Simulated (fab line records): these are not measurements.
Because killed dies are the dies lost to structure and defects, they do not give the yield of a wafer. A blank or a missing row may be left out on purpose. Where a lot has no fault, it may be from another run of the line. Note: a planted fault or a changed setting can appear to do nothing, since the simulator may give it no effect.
fab line records	flow sky130	part 1 of 2: steps 1 to 28 of 37
record lots=5	wafers=15	last_day=50
route steps=708 shown METAL2@502 VIA2@507 METAL3@532 CAPM@537
lots that met no fault: taken from a fault-free run of the same line
start_h: the number of hours between the record's first day and the start of the first shown wafer of the lot	wait_h: how many hours have passed since the lot's step before this one	" unchanged from the row above	L1.1+2: a row that stands for several wafers	- value missing, or start not given	* or withheld: withheld	< > ~ a bound
route shown NAME@n: NAME is a module with steps in the file, n the number in the route of the first one	usual: the fault-free wafers' mean and standard deviation	same: alike in all rows	chamber/n: place in a boat	sites: readings site by site	_std_site: the standard deviation of these	_edge_site: mean of outer sites minus mean of inner sites	radius_mm: how far each site lies from the wafer's centre	mask NAME#n: copy n	behind: tool/chamber where the wafer was last shaped	hold: what put the lot on hold/how long, in hours/how the hold closed	device: which transistor (n, p or np) failed to switch	end of line: tests of these same wafers at the route's end	a step with no rows: only its recipe	killed: the dies lost at the first sort to structure and to defects; this is not the yield of the wafer	map: dies across one wafer; x = killed, . = not, _ = none there
set.NAME: the setting as run; set.NAME@STEP: as run at that earlier step	model.NAME: the simulator's own value behind a step, which no gauge read
lots seen at some steps along the route; tables by step, rows by wafer
services: the hour from which a tool's chamber was out of use, counted from the record's first day as start_h (under 0 if before that day), plus the number of hours and why
## steps
# step SKY_METAL2_METAL_ETCH_19
# recipe target_depth_a=3600	stop_on=SiO2	over_etch_frac=0.3	time_s=78	chemistry=Cl2/BCl3	resist_sidewall_deg=88	pressure_mtorr=10	icp_w=900	bias_w=48.5	Cl2_flow_sccm=60	bcl3_flow_sccm=30
# usual bcl3_flow_sccm=30.00/0.08	drypump_motor_current_A=5.6/0.36	mfc_cl2_sccm=60.01/0.17	oes_product_au=0.854/0.0058	throttle_valve_pct=22.264/0.0091
lot.wafer	tool	chamber	start_h	wait_h	bcl3_flow_sccm	drypump_motor_current_A	mfc_cl2_sccm	oes_product_au	rf_hours_counter_h	throttle_valve_pct
L077.4	rie_metal-01	0	842.79	0.1	29.93	5.4	60.00	0.849	-	22.247
L077.5	"	0	"	"	30.04	5.4	60.20	0.861	-	22.261
L077.6	"	1	"	"	29.92	5.4	59.83	0.862	-	22.254
L079.1	rie_metal-01	1	857.76	0.0	29.96	5.4	59.90	0.846	14	22.257
L079.2	"	0	"	"	30.07	5.4	60.01	0.843	17	22.263
L079.6	"	0	"	"	30.22	5.4	59.79	0.855	-	22.272
L081.1	rie_metal-02	0	875.82	0.0	30.05	5.0	59.73	0.856	13	22.260
L081.2	"	1	"	"	30.03	5.8	59.99	0.861	16	22.266
L081.5	"	1	"	"	30.08	5.8	59.81	0.858	-	22.269
L094.1	rie_metal-04	1	966.12	0.1	30.01	5.7	59.82	0.849	6	22.266
L094.3	"	1	"	"	30.06	5.7	59.82	0.852	-	22.255
L094.6	"	1	"	"	29.99	5.7	59.80	0.852	-	22.276
L097.2	rie_metal-01	1	985.07	0.0	29.93	5.4	60.28	0.848	22	22.269
L097.3	"	1	"	"	29.99	5.4	60.18	0.846	-	22.249
L097.6	"	0	"	"	30.02	5.4	60.12	0.847	-	22.262
# step SKY_METAL2_STRIP_20
# recipe chemistry=O2/N2	power_w=1400	pressure_mtorr=1500	platen_temp_c=withheld	o2_flow_sccm=3000	n2_flow_sccm=300	overash_fraction=0.5
# usual drypump_motor_current_A=5.98/0.26	oes_product_au=0.342/0.005	strip_time_to_endpoint_s=2.68/0.047
lot.wafer	tool	chamber	start_h	wait_h	drypump_motor_current_A	oes_product_au	rf_hours_counter_h	strip_time_to_endpoint_s
L077.4	plasma_asher-03	1	842.88	0.1	5.79	0.344	-	2.65
L077.5	"	1	"	"	5.77	0.341	-	2.63
L077.6	"	0	"	"	6.34	0.351	-	2.67
L079.1	plasma_asher-03	0	857.85	0.1	6.33	0.338	95	2.65
L079.2	"	1	"	"	5.75	0.335	95	2.66
L079.6	"	0	"	"	6.32	0.343	-	2.65
L081.1	plasma_asher-02	0	875.91	0.1	5.97	0.338	45	2.66
L081.2	"	1	"	"	6.05	0.344	45	2.67
L081.5	"	0	"	"	5.97	0.349	-	2.70
L094.1	plasma_asher-03	0	966.30	0.1	6.31	0.348	105	2.79
L094.3	"	1	"	"	5.77	0.342	-	2.76
L094.6	"	0	"	"	6.32	0.345	-	2.75
L097.2	plasma_asher-01	0	985.16	0.1	6.09	0.335	83	2.63
L097.3	"	1	"	"	5.43	0.343	-	2.64
L097.6	"	1	"	"	5.39	0.344	-	2.67
# step SKY_METAL2_STRIP_21
# recipe chemistry=post_etch_residue_remover	time_s=1200	temp_c=72.5
lot.wafer	tool	chamber	start_h	wait_h
L077.4+5+6	wet_bench-03	1	842.95	0.0
L079.1+2+6	wet_bench-01	1	857.95	0.1
L081.1+2+5	wet_bench-04	0	876.01	0.1
L094.1+3+6	wet_bench-04	2	966.40	0.1
L097.2+3+6	wet_bench-01	3	985.26	0.1
# step SKY_METAL2_CLEAN_22
# recipe chemistry=IPA	time_s=180	temp_c=25
lot.wafer	tool	chamber	start_h	wait_h
L077.4+5+6	wet_bench-04	2	843.29	0.0
L079.1+2+6	wet_bench-03	2	858.29	0.0
L081.1+2+5	wet_bench-01	3	876.35	0.0
L094.1+3+6	wet_bench-03	3	966.74	0.0
L097.2+3+6	wet_bench-03	1	985.61	0.0
# step SKY_METAL2_CLEAN_23
# recipe chemistry=O3/DIW	dry=n2_spin
lot.wafer	tool	chamber	start_h	wait_h
L077.4+5+6	wet_bench-03	1	843.36	0.0
L079.1+2+6	wet_bench-01	3	858.36	0.0
L081.1+2+5	wet_bench-03	3	876.42	0.0
L094.1+3+6	wet_bench-01	3	966.80	0.0
L097.2+3+6	wet_bench-01	1	985.66	0.0
# step SKY_VIA2_HDPCVD_00
# recipe material=SiO2	target_thk_nm=1180	sigma_open_frac=0.3	time_s=196.7	temp_c=400	sih4_flow_sccm=60	pressure_mtorr=6
lot.wafer	tool	chamber	start_h	wait_h
L077.4+5+6	hdpcvd-01	0,2,1	843.51	0.1
L079.1+2+6	hdpcvd-02	2,1,2	858.45	0.0
L081.1+2+5	hdpcvd-02	1,0,2	876.51	0.0
L094.1+3+6	hdpcvd-02	1,2,2	966.90	0.0
L097.2+3+6	hdpcvd-02	1,2,0	985.76	0.0
# step SKY_VIA2_THK_MEAS_01
# recipe reads=SiO2_of_VIA2_HDPCVD_00
# usual VIA2_HDPCVD_THK=1175/13
lot.wafer	tool	chamber	start_h	wait_h	VIA2_HDPCVD_THK[nm]
L077.4	film_metro-04	-	843.60	0.0	1163
L077.5	"	-	"	"	1157
L077.6	"	-	"	"	1169
L079.1	film_metro-04	-	858.58	0.1	1172
L079.2	"	-	"	"	1173
L079.6	"	-	"	"	1158
L081.1	film_metro-01	-	876.64	0.1	1172
L081.2	"	-	"	"	1180
L081.5	"	-	"	"	1161
L094.1	film_metro-02	-	967.02	0.1	1199
L094.3	"	-	"	"	1180
L094.6	"	-	"	"	1171
L097.2	film_metro-01	-	985.89	0.1	1190
L097.3	"	-	"	"	1189
L097.6	"	-	"	"	1181
# step SKY_VIA2_CMP_02
# recipe material=SiO2	down_force_psi=4	platen_rpm=60	pad_velocity_m_s=0.94248
# usual motor_current_A=12.0/0.54
lot.wafer	tool	chamber	start_h	wait_h	motor_current_A
L077.4	cmp-01	3	843.68	0.1	13.4
L077.6	"	2	"	"	11.5
L077.5	"	3	"	"	13.1
L079.2	cmp-01	2	858.69	0.1	11.9
L079.1	"	3	"	"	13.0
L079.6	"	1	"	"	11.9
L081.2	cmp-02	0	876.88	0.2	11.5
L081.1	"	2	"	"	12.0
L081.5	"	1	"	"	11.2
L094.1	cmp-01	3	967.08	0.1	12.4
L094.3	"	2	"	"	11.3
L094.6	"	0	"	"	12.3
L097.3	cmp-01	2	986.04	0.1	12.1
L097.2	"	3	"	"	12.7
L097.6	"	1	"	"	12.7
# step SKY_VIA2_BOW_MEAS_03
# recipe mode=bow
# usual VIA2_BOW=87/7.3
lot.wafer	tool	chamber	start_h	wait_h	VIA2_BOW[um]
L077.4	film_metro-02	-	843.99	0.3	87
L077.5	"	-	"	"	89
L077.6	"	-	"	"	86
L079.1	film_metro-02	-	858.96	0.2	90
L079.2	"	-	"	"	98
L079.6	"	-	"	"	92
L081.1	film_metro-01	-	877.18	0.1	79
L081.2	"	-	"	"	87
L081.5	"	-	"	"	79
L094.1	film_metro-01	-	967.38	0.2	97
L094.3	"	-	"	"	81
L094.6	"	-	"	"	85
L097.2	film_metro-02	-	986.26	0.1	89
L097.3	"	-	"	"	75
L097.6	"	-	"	"	80
# step SKY_VIA2_DEHYDRATE_04
# recipe temp_c=200	time_s=60
# usual heater_power_total_W=160.37/0.12
lot.wafer	tool	chamber	start_h	wait_h	heater_power_total_W
L077.4	litho_track-01	0	856.80	12.8	160.62
L077.5	"	0	"	"	160.18
L077.6	"	0	"	"	160.52
L079.1	litho_track-01	0	871.07	12.1	160.45
L079.2	"	0	"	"	160.46
L079.6	"	0	"	"	160.20
L081.1	litho_track-03	0	889.93	12.7	160.47
L081.2	"	0	"	"	160.26
L081.5	"	0	"	"	160.37
L094.1	litho_track-01	0	978.47	11.1	160.39
L094.3	"	0	"	"	160.53
L094.6	"	0	"	"	160.17
L097.2	litho_track-03	0	997.90	11.6	160.26
L097.3	"	0	"	"	160.30
L097.6	"	0	"	"	160.25
# step SKY_VIA2_HMDS_05
# recipe prime_time_s=60	prime_temp_c=120
lot.wafer	tool	chamber	start_h	wait_h
L077.4+5+6	litho_track-01	0	856.95	0.1
L079.1+2+6	litho_track-01	0	871.22	0.1
L081.1+2+5	litho_track-03	0	890.08	0.1
L094.1+3+6	litho_track-01	0	978.62	0.1
L097.2+3+6	litho_track-03	0	998.05	0.1
# step SKY_VIA2_COAT_06
# recipe resist=BARC	temp_c=withheld	time_s=withheld	spin_rpm=3000	resist_thk_nm=60
lot.wafer	tool	chamber	start_h	wait_h
L077.4+5+6	litho_track-01	0	857.10	0.1
L079.1+2+6	litho_track-01	0	871.37	0.1
L081.1+2+5	litho_track-03	0	890.23	0.1
L094.1+3+6	litho_track-01	0	978.77	0.1
L097.2+3+6	litho_track-03	0	998.20	0.1
# step SKY_VIA2_COAT_07
# recipe resist=KrF-thick	spin_rpm=3000	resist_thk_nm=450
lot.wafer	tool	chamber	start_h	wait_h
L077.4+5+6	litho_track-01	0	-	-
L079.1+2+6	litho_track-01	0	-	-
L081.1+2+5	litho_track-03	0	-	-
L094.1+3+6	litho_track-01	0	-	-
L097.2+3+6	litho_track-03	0	-	-
# step SKY_VIA2_SOFTBAKE_08
# recipe temp_c=100	time_s=90	resist=KrF-thick
# usual heater_power_total_W=57.36/0.11
lot.wafer	tool	chamber	start_h	wait_h	heater_power_total_W
L077.4	litho_track-01	0	-	-	57.29
L077.5	"	0	"	"	57.30
L077.6	"	0	"	"	57.29
L079.1	litho_track-01	0	-	-	57.53
L079.2	"	0	"	"	57.55
L079.6	"	0	"	"	57.27
L081.1	litho_track-03	0	-	-	57.26
L081.2	"	0	"	"	57.36
L081.5	"	0	"	"	57.38
L094.1	litho_track-01	0	-	-	57.38
L094.3	"	0	"	"	57.50
L094.6	"	0	"	"	57.31
L097.2	litho_track-03	0	-	-	57.24
L097.3	"	0	"	"	57.47
L097.6	"	0	"	"	57.34
# step SKY_VIA2_EXPOSE_09
# recipe mask_id=VIM2	na=0.8	source_shape=annular	sigma_inner=0.55	sigma_outer=0.85	target_cd_nm=200	dose_mj=38
# usual exposure_dose_mJ_cm2=38.20/0.28
# same sigma_inner=0.55
lot.wafer	tool	chamber	start_h	wait_h	mask	exposure_dose_mJ_cm2
L077.4	krf_scanner-01	0	-	-	VIM2#0	38.44
L077.5	"	0	"	"	VIM2#0	38.44
L077.6	"	0	"	"	VIM2#0	38.40
L079.1	krf_scanner-01	0	-	-	VIM2#0	38.49
L079.2	"	0	"	"	VIM2#0	38.50
L079.6	"	0	"	"	VIM2#0	38.50
L081.1	krf_scanner-02	0	-	-	VIM2#0	37.96
L081.2	"	0	"	"	VIM2#0	37.95
L081.5	"	0	"	"	VIM2#0	37.95
L094.1	krf_scanner-02	0	-	-	VIM2#0	37.94
L094.3	"	0	"	"	VIM2#0	37.92
L094.6	"	0	"	"	VIM2#0	37.92
L097.2	krf_scanner-01	0	-	-	VIM2#0	38.47
L097.3	"	0	"	"	VIM2#0	38.43
L097.6	"	0	"	"	VIM2#0	38.42
# step SKY_VIA2_PEB_10
# recipe peb_temp_c=withheld	peb_time_s=withheld	resist=KrF-thick
lot.wafer	tool	chamber	start_h	wait_h
L077.4+5+6	litho_track-04	0	-	-
L079.1+2+6	litho_track-03	0	-	-
L081.1+2+5	litho_track-04	0	-	-
L094.1+3+6	litho_track-04	0	-	-
L097.2+3+6	litho_track-01	0	-	-
# step SKY_VIA2_DEVELOP_11
# recipe develop_time_s=60	resist=KrF-thick	dev_temp_c=21
lot.wafer	tool	chamber	start_h	wait_h
L077.4+5+6	litho_track-04	0	-	-
L079.1+2+6	litho_track-03	0	-	-
L081.1+2+5	litho_track-04	0	-	-
L094.1+3+6	litho_track-04	0	-	-
L097.2+3+6	litho_track-01	0	-	-
# step SKY_VIA2_CD_MEAS_12
# recipe target_cd_nm=200
# usual cd_nm=200.1/1.4
lot.wafer	tool	chamber	start_h	wait_h	cd_nm
L077.4	cd_sem-02	-	870.35	-	199.7
L077.5	"	-	"	"	198.9
L077.6	"	-	"	"	199.8
L079.1	cd_sem-02	-	885.23	-	202.2
L079.2	"	-	"	"	202.3
L079.6	"	-	"	"	201.3
L081.1	cd_sem-02	-	903.09	-	200.6
L081.2	"	-	"	"	200.4
L081.5	"	-	"	"	200.1
L094.1	cd_sem-01	-	991.79	-	202.0
L094.3	"	-	"	"	200.7
L094.6	"	-	"	"	202.1
L097.2	cd_sem-02	-	1008.94	-	195.4
L097.3	"	-	"	"	196.6
L097.6	"	-	"	"	198.2
# step SKY_VIA2_OVL_MEAS_13
# usual VIA2_OVL=0/6.6
lot.wafer	tool	chamber	start_h	wait_h	VIA2_OVL[nm]
L077.4	overlay-01	-	870.43	0.1	-5
L077.5	"	-	"	"	-14
L077.6	"	-	"	"	-4
L079.1	overlay-01	-	885.35	0.1	-1
L079.2	"	-	"	"	-8
L079.6	"	-	"	"	-7
L081.1	overlay-01	-	903.21	0.1	1
L081.2	"	-	"	"	8
L081.5	"	-	"	"	4
L094.1	overlay-01	-	991.91	0.1	4
L094.3	"	-	"	"	8
L094.6	"	-	"	"	12
L097.2	overlay-01	-	1009.05	0.1	-7
L097.3	"	-	"	"	2
L097.6	"	-	"	"	-6
# step SKY_VIA2_ETCH_14
# recipe chemistry=N2/H2	target=BARC	ion_energy_ev=200	source_w=500	bias_w=98.53	pressure_mtorr=30	n2_flow_sccm=100	h2_flow_sccm=200	stop_on=SiO2	time_s=45.9	target_depth_a=600
# usual drypump_motor_current_A=5.8/0.43	oes_product_au=0.856/0.0054	throttle_valve_pct=13.225/0.0086
lot.wafer	tool	chamber	start_h	wait_h	drypump_motor_current_A	oes_product_au	rf_hours_counter_h	throttle_valve_pct
L077.4	rie_diel-03	3	870.44	0.0	6.3	0.863	15	13.214
L077.5	"	3	"	"	6.3	0.850	-	13.224
L077.6	"	2	"	"	5.3	0.853	-	13.217
L079.1	rie_diel-03	0	885.38	0.0	6.5	0.860	4	13.232
L079.2	"	2	"	"	5.3	0.869	18	13.220
L079.6	"	1	"	"	5.8	0.865	-	13.222
L081.1	rie_diel-01	2	903.24	0.0	5.9	0.862	7	13.229
L081.2	"	0	"	"	6.4	0.850	24	13.227
L081.5	"	0	"	"	6.4	0.856	-	13.224
L094.1	rie_diel-02	2	991.94	0.0	5.9	0.848	11	13.208
L094.3	"	0	"	"	5.9	0.857	2	13.224
L094.6	"	1	"	"	5.1	0.862	-	13.223
L097.2	rie_diel-02	0	1009.08	0.0	5.9	0.851	3	13.218
L097.3	"	3	"	"	6.1	0.843	7	13.226
L097.6	"	1	"	"	5.1	0.854	-	13.225
# step SKY_VIA2_ETCH_15
# recipe target=SiO2	chemistry=C4F8/O2/Ar	target_depth_nm=546	stop_on=TiN	mask_material=KrF-thick	source_w=1500	bias_w=1200	pressure_mtorr=40	c4f8_flow_sccm=withheld	O2_flow_sccm=6	Ar_flow_sccm=300	time_s=84
# usual oes_product_au=0.939/0.005
lot.wafer	tool	chamber	start_h	wait_h	oes_product_au	rf_hours_counter_h
L077.4	rie_diel-03	3	870.49	0.0	0.936	15
L077.5	"	3	"	"	0.943	-
L077.6	"	2	"	"	0.944	-
L079.1	rie_diel-03	0	885.43	0.0	0.943	4
L079.2	"	2	"	"	0.933	19
L079.6	"	1	"	"	0.935	-
L081.1	rie_diel-01	2	903.29	0.0	0.933	7
L081.2	"	0	"	"	0.934	24
L081.5	"	0	"	"	0.937	-
L094.1	rie_diel-02	2	991.99	0.0	0.935	11
L094.3	"	0	"	"	0.949	2
L094.6	"	1	"	"	0.936	-
L097.2	rie_diel-02	0	1009.12	0.0	0.940	3
L097.3	"	3	"	"	0.941	7
L097.6	"	1	"	"	0.939	-
# step SKY_VIA2_STRIP_16
# recipe chemistry=O2/N2	power_w=1400	pressure_mtorr=1500	platen_temp_c=withheld	o2_flow_sccm=3000	n2_flow_sccm=300	overash_fraction=0.5
# usual drypump_motor_current_A=6.0/0.34	oes_product_au=0.399/0.0049	strip_time_to_endpoint_s=4.06/0.032
lot.wafer	tool	chamber	start_h	wait_h	drypump_motor_current_A	oes_product_au	rf_hours_counter_h	strip_time_to_endpoint_s
L077.4	plasma_asher-03	1	870.58	0.1	5.8	0.401	-	4.08
L077.5	"	1	"	"	5.8	0.401	-	4.11
L077.6	"	0	"	"	6.3	0.398	-	4.13
L079.1	plasma_asher-04	0	885.49	0.0	5.4	0.401	18	4.08
L079.2	"	1	"	"	6.3	0.400	18	4.11
L079.6	"	0	"	"	5.4	0.403	-	4.07
L081.1	plasma_asher-03	0	903.35	0.0	6.3	0.397	101	4.01
L081.2	"	1	"	"	5.8	0.392	101	4.02
L081.5	"	1	"	"	5.8	0.401	-	4.01
L094.1	plasma_asher-02	1	992.05	0.0	6.0	0.393	57	4.05
L094.3	"	1	"	"	6.0	0.400	-	4.03
L094.6	"	1	"	"	6.0	0.396	-	4.03
L097.2	plasma_asher-04	1	1009.18	0.0	6.3	0.398	31	4.03
L097.3	"	1	"	"	6.3	0.399	-	4.04
L097.6	"	0	"	"	5.4	0.401	-	4.01
# step SKY_VIA2_STRIP_17
# recipe chemistry=post_etch_residue_remover	time_s=1200	temp_c=72.5
lot.wafer	tool	chamber	start_h	wait_h
L077.4+5+6	wet_bench-02	1	870.65	0.0
L079.1+2+6	wet_bench-02	2	885.59	0.1
L081.1+2+5	wet_bench-02	0	903.45	0.1
L094.1+3+6	wet_bench-02	1	992.15	0.1
L097.2+3+6	wet_bench-04	0	1009.28	0.1
# step SKY_VIA2_CLEAN_18
# recipe chemistry=IPA	time_s=180	temp_c=25
lot.wafer	tool	chamber	start_h	wait_h
L077.4+5+6	wet_bench-01	3	871.40	0.0
L079.1+2+6	wet_bench-04	3	885.96	0.0
L081.1+2+5	wet_bench-01	1	903.86	0.0
L094.1+3+6	wet_bench-01	1	992.49	0.0
L097.2+3+6	wet_bench-02	3	1009.63	0.0
# step SKY_VIA2_CLEAN_19
# recipe chemistry=O3/DIW	dry=n2_spin
lot.wafer	tool	chamber	start_h	wait_h
L077.4+5+6	wet_bench-02	1	871.46	0.0
L079.1+2+6	wet_bench-02	2	886.02	0.0
L081.1+2+5	wet_bench-02	3	903.91	0.0
L094.1+3+6	wet_bench-04	3	992.55	0.0
L097.2+3+6	wet_bench-01	3	1009.68	0.0
# step SKY_VIA2_SPUTTER_20
# recipe material=TiN	target_thk_nm=20	chamber_pressure_pa=5	power_w=4000	time_s=80
# usual cathode_dc_power_W=4000.1/0.71	throttle_valve_pct=30.5/1.2
lot.wafer	tool	chamber	start_h	wait_h	cathode_dc_power_W	throttle_valve_pct
L077.4	pvd_sputter-02	-	871.66	0.0	4001.1	28.0
L077.5	"	-	"	"	4000.6	31.3
L077.6	"	-	"	"	3998.3	29.9
L079.1	pvd_sputter-04	-	886.12	0.0	3999.7	32.6
L079.2	"	-	"	"	3999.5	31.4
L079.6	"	-	"	"	4000.3	30.6
L081.1	pvd_sputter-03	-	904.02	0.0	3999.5	31.0
L081.2	"	-	"	"	3999.3	28.6
L081.5	"	-	"	"	3999.4	28.9
L094.1	pvd_sputter-04	-	992.65	0.0	3999.4	29.9
L094.3	"	-	"	"	4000.5	32.5
L094.6	"	-	"	"	3999.8	31.3
L097.2	pvd_sputter-03	-	1009.78	0.0	4000.5	28.8
L097.3	"	-	"	"	4000.6	28.7
L097.6	"	-	"	"	3999.7	31.5
# step SKY_VIA2_CVD_21
# recipe material=W	target_thk_nm=420	time_s=126.4	temp_c=400	pressure_torr=40
# usual heater_power_w=826/57
lot.wafer	tool	chamber	start_h	wait_h	heater_power_w
L077.4	cvd_w-02	1	871.76	0.1	830
L077.5	"	1	"	"	791
L077.6	"	0	"	"	897
L079.1	cvd_w-02	0	886.18	0.0	893
L079.2	"	1	"	"	818
L079.6	"	1	"	"	784
L081.1	cvd_w-01	0	904.08	0.0	868
L081.2	"	1	"	"	767
L081.5	"	0	"	"	875
L094.1	cvd_w-01	0	992.72	0.0	883
L094.3	"	0	"	"	895
L094.6	"	0	"	"	918
L097.2	cvd_w-02	1	1009.84	0.0	747
L097.3	"	1	"	"	733
L097.6	"	0	"	"	864
# step SKY_VIA2_RS_MEAS_22
# recipe thk_meas_gauge=four-point-probe	reads=W_of_VIA2_CVD_21+TiN_of_VIA2_SPUTTER_20
# usual VIA2_W_RS=0.274/0.0032
lot.wafer	tool	chamber	start_h	wait_h	VIA2_W_RS[ohm/sq]
L077.4	film_metro-04	-	871.91	0.1	0.270
L077.5	"	-	"	"	0.274
L077.6	"	-	"	"	0.270
L079.1	film_metro-01	-	886.31	0.1	0.268
L079.2	"	-	"	"	0.275
L079.6	"	-	"	"	0.274
L081.1	film_metro-04	-	904.22	0.1	0.272
L081.2	"	-	"	"	0.275
L081.5	"	-	"	"	0.275
L094.1	film_metro-04	-	992.85	0.1	0.276
L094.3	"	-	"	"	0.275
L094.6	"	-	"	"	0.273
L097.2	film_metro-01	-	1009.99	0.1	0.271
L097.3	"	-	"	"	0.270
L097.6	"	-	"	"	0.268
